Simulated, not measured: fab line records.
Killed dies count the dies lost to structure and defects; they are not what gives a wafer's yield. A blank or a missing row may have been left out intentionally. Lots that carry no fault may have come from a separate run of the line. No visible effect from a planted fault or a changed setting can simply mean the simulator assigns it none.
Which tool did it? || flow sky130 || 33 wafers sampled from 11 lots at 1 step of a route of 708

WHAT THE GAUGES SHOWED, per wafer
SKY_VIA2_THK_MEAS_23: measures by xrf.
{"lot": "L890", "measured": "day 36 11:43", "on": "film metro-01", "VIA2_W_THK (nm)": "411 412 420"}
{"lot": "L891", "measured": "day 36 13:44", "on": "film metro-01", "VIA2_W_THK (nm)": "415 414 419"}
{"lot": "L893", "measured": "day 37 12:22", "on": "film metro-01", "VIA2_W_THK (nm)": "405 413 407"}
{"lot": "L894", "measured": "day 37 21:19", "on": "film metro-01", "VIA2_W_THK (nm)": "401 404 403"}
{"lot": "L895", "measured": "day 38 18:53", "on": "film metro-01", "VIA2_W_THK (nm)": "410 402 396"}
{"lot": "L901", "measured": "day 40 04:52", "on": "film metro-02", "VIA2_W_THK (nm)": "420 424 425"}
{"lot": "L902", "measured": "day 40 22:29", "on": "film metro-04", "VIA2_W_THK (nm)": "424 426 424"}
{"lot": "L904", "measured": "day 41 02:50", "on": "film metro-02", "VIA2_W_THK (nm)": "427 434 430"}
{"lot": "L905", "measured": "day 41 21:06", "on": "film metro-04", "VIA2_W_THK (nm)": "438 430 431"}
{"lot": "L907", "measured": "day 41 22:25", "on": "film metro-04", "VIA2_W_THK (nm)": "437 426 430"}
{"lot": "L912", "measured": "day 42 22:26", "on": "film metro-04", "VIA2_W_THK (nm)": "432 433 436"}

EACH LOT AND THE TOOL THAT RAN IT (in order: tool; ch and the chambers of the sampled wafers; start)
Before these readings, the record contains no process step.

AS READ BY THE TOOLS THEMSELVES (means over the sampled wafers that have a number; for cases with no such wafer, the mark the record gives instead)
The record holds no such reading with a usual standard deviation.

THE ANSWER, worked out from the rows above alone
Rule: what is usual is taken from the lots themselves. The widest of any qualifying gaps counts: lots, ordered by their means at a reading, are off when they make up no more than a third of the lots, leave a main group of 4 or more, and stand apart from it by 3 or more times the standard deviation of that group's means. A main group is skipped when, at the precision printed for the reading in the tables above, its means are all equal. Also off: a lot with no number at a reading for which 4 or more lots have one. Where the step has rows for the other lots, those lots are counted as sound. Order of review: gauges by route order, followed by the tools' own readings, for which a lot's mean as printed above is used. The first step at which some lot is off is used, and at that step the reading that is off furthest; a lot without a number counts as furthest.
None of the lots is off at any reading shown; this tells nothing.

WHAT HAD BEEN PUT IN BY THE SIMULATOR
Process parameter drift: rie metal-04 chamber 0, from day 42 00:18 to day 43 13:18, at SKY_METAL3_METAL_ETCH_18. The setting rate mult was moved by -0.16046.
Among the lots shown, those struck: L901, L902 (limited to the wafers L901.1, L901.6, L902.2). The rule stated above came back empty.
